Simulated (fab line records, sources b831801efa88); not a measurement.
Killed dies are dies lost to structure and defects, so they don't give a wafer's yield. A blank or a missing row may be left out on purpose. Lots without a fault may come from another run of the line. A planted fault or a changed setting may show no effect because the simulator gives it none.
Which tool did it? | flow gf180mcu | 11 lots, 33 wafers sampled, at 4 steps of a route of 602

WHAT THE GAUGES READ, wafer by wafer
GF_M2_CD_MEAS_14: target cd 280 nm.
lot  | measured     | on        | cd_nm (nm)
L703 | day 19 04:46 | cd_sem-01 | 282.2 281.9 282.0
L705 | day 19 18:04 | cd_sem-01 | 280.0 279.4 280.0
L706 | day 20 09:41 | cd_sem-01 | 278.6 278.9 278.5
L707 | day 20 13:29 | cd_sem-02 | 281.2 281.3 280.5
L708 | day 21 04:24 | cd_sem-01 | 295.6 295.5 295.6
L712 | day 22 18:10 | cd_sem-01 | 280.1 280.1 281.8
L714 | day 23 00:49 | cd_sem-02 | 291.9 291.8 292.7
L715 | day 23 15:37 | cd_sem-02 | 276.6 278.1 278.3
L722 | day 26 12:46 | cd_sem-02 | 278.8 278.9 279.2
L723 | day 26 13:31 | cd_sem-01 | 280.8 281.1 280.2
L724 | day 26 17:58 | cd_sem-01 | 278.9 278.3 279.2

WHICH TOOL RAN EACH LOT (tool, then ch and the chambers of the sampled wafers, then the start)
lot  | GF_V1_CMP_04                  | GF_V1_CMP_26                  | GF_M2_EXPOSE_11
L703 | cmp-01 ch 0,2, day 17 04:35   | cmp-02 ch 0,3, day 18 04:35   | krf_scanner-02 ch 0, day 18 17:01
L705 | cmp-02 ch 0,1,3, day 17 15:54 | cmp-01 ch 0,2,3, day 18 16:56 | krf_scanner-02 ch 0, day 19 05:29
L706 | cmp-02 ch 0,3, day 18 06:51   | cmp-01 ch 0,1,3, day 19 08:40 | krf_scanner-02 ch 0, day 19 21:08
L707 | cmp-02 ch 0,1,2, day 18 11:32 | cmp-02 ch 0,1,2, day 19 12:29 | krf_scanner-02 ch 0, day 20 00:53
L708 | cmp-01 ch 1,2,3, day 19 01:41 | cmp-01 ch 1,3, day 20 03:41   | krf_scanner-02 ch 0, day 20 16:22
L712 | cmp-02 ch 1,2,3, day 20 16:14 | cmp-02 ch 0,1,3, day 21 18:19 | krf_scanner-01 ch 0, day 22 06:34
L714 | cmp-01 ch 0,1,2, day 21 00:03 | cmp-01 ch 0,1, day 22 01:35   | krf_scanner-02 ch 0, day 22 14:09
L715 | cmp-01 ch 1,2,3, day 21 15:07 | cmp-02 ch 1,2,3, day 22 16:32 | krf_scanner-01 ch 0, day 23 04:02
L722 | cmp-02 ch 1,2,3, day 24 15:29 | cmp-01 ch 0,1, day 25 15:04   | krf_scanner-01 ch 0, day 26 01:53
L723 | cmp-01 ch 0,1,3, day 24 16:20 | cmp-02 ch 0,2,3, day 25 15:47 | krf_scanner-01 ch 0, day 26 02:22
L724 | cmp-02 ch 1,2,3, day 24 21:29 | cmp-02 ch 0,1,2, day 25 21:07 | krf_scanner-01 ch 0, day 26 07:34
- GF_V1_CMP_04: polishes SiO2.
- GF_V1_CMP_26: polishes, stops on SiO2, t overpolish 15 s, target thk 0 nm.
- GF_M2_EXPOSE_11: exposes mask Metal2, target cd 280 nm.

WHAT THE TOOLS THEMSELVES READ (means of the sampled wafers that have a number; where no wafer has one, the mark that the record gives instead)
GF_V1_CMP_04.
lot  | tool   | edge_zone_pressure_frac | motor_current_A (A) | retaining_ring_pressure_frac | time_to_endpoint_s (s)
L703 | cmp-01 | 0.997                   | 10.7                | 1.002                        | 77
L705 | cmp-02 | 1.001                   | 11.5                | 1.004                        | 78
L706 | cmp-02 | 0.995                   | 11.6                | 0.999                        | 77
L707 | cmp-02 | 1.002                   | 11.3                | 1.001                        | 70
L708 | cmp-01 | 1.000                   | 11.0                | 1.003                        | 74
L712 | cmp-02 | 1.000                   | 11.7                | 0.994                        | 69
L714 | cmp-01 | 1.002                   | 11.1                | 1.000                        | 77
L715 | cmp-01 | 1.001                   | 11.4                | 0.999                        | 78
L722 | cmp-02 | 0.996                   | 11.5                | 1.002                        | 74
L723 | cmp-01 | 1.003                   | 10.9                | 0.997                        | 82
L724 | cmp-02 | 1.005                   | 11.5                | 1.003                        | 72

GF_V1_CMP_26.
lot  | tool   | edge_zone_pressure_frac | motor_current_A (A) | overpolish_run_s (s) | retaining_ring_pressure_frac | time_to_endpoint_s (s)
L703 | cmp-02 | 0.997                   | 10.4                | 15.002               | 0.999                        | 82
L705 | cmp-01 | 0.996                   | 9.9                 | 15.005               | 1.001                        | 86
L706 | cmp-01 | 1.006                   | 9.9                 | 15.003               | 0.999                        | 90
L707 | cmp-02 | 1.001                   | 10.2                | 15.003               | 1.004                        | 80
L708 | cmp-01 | 0.998                   | 10.4                | 14.999               | 1.004                        | 84
L712 | cmp-02 | 0.998                   | 10.2                | 14.997               | 0.999                        | 82
L714 | cmp-01 | 1.002                   | 10.2                | 15.000               | 0.999                        | 82
L715 | cmp-02 | 1.000                   | 10.5                | 14.998               | 1.004                        | 78
L722 | cmp-01 | 0.996                   | 10.2                | 14.994               | 1.003                        | 85
L723 | cmp-02 | 0.996                   | 10.6                | 15.000               | 1.000                        | 83
L724 | cmp-02 | 1.000                   | 10.3                | 14.997               | 0.999                        | 80

GF_M2_EXPOSE_11.
lot  | tool           | exposure_dose_mJ_cm2 | focus_offset_nm (nm) | reticle_temp_C (C)
L703 | krf_scanner-02 | 27.94                | -0.8                 | 22.92
L705 | krf_scanner-02 | 27.95                | 0.0                  | 22.85
L706 | krf_scanner-02 | 27.93                | 0.5                  | 23.09
L707 | krf_scanner-02 | 27.92                | 0.5                  | 23.05
L708 | krf_scanner-02 | 25.39                | -0.3                 | 22.92
L712 | krf_scanner-01 | 27.94                | 0.8                  | 23.09
L714 | krf_scanner-02 | 25.90                | -0.4                 | 22.89
L715 | krf_scanner-01 | 27.96                | -0.3                 | 23.09
L722 | krf_scanner-01 | 27.99                | 0.3                  | 22.89
L723 | krf_scanner-01 | 27.92                | 0.2                  | 22.97
L724 | krf_scanner-01 | 27.95                | -0.2                 | 22.96

THE ANSWER, worked out from the rows above alone
Rule: what is usual is taken from the lots themselves. Put in order of their means at a reading, lots are off if they are a third of the lots or fewer, leave a main group of 4 or more, and stand apart from it by a gap of 3 or more times the standard deviation of the main group's means; of several such gaps the widest counts. A main group whose means are all the same, to the digits that the tables above print for the reading, isn't used. A lot without any number at a reading at which 4 lots or more have one is off too. The other lots that the step has rows for count as sound. The gauges are gone through in route order, then the tools' own readings, and for those a lot's mean is taken as printed above. The first step at which some lot is off is used, and at that step the reading that is off furthest; a lot without a number counts as furthest.
Off: L708, L714, at GF_M2_CD_MEAS_14 (cd_nm). The main group: mean 279.8 nm, standard deviation 1.3.
A tool fits if, at a process step before that reading, it ran every lot that is off, and no sound lot after the first of them. The gauges at GF_M2_CD_MEAS_14 aren't tried: what is off there is off at GF_M2_EXPOSE_11 too, on other tools, and a gauge's error can't cause that. One fits: krf_scanner-02 at GF_M2_EXPOSE_11. Its last sound lot is L707 (day 20 00:53), its first lot that is off L708 (day 20 16:22): a fault that began between those two fits.
The tool's own readings at GF_M2_EXPOSE_11 bear it out: on the lots that are off they differ by more than 5 times the standard deviation of the sound lots' means. exposure_dose_mJ_cm2 reads 25.64 there against 27.94 on the sound lots.

WHAT THE SIMULATOR HAD PUT IN
Process parameter drift: krf_scanner-02, from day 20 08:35 on, at GF_M2_EXPOSE_11. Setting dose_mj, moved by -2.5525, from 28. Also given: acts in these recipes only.
Lots struck among those shown: L708, L714. The rule above found the same.
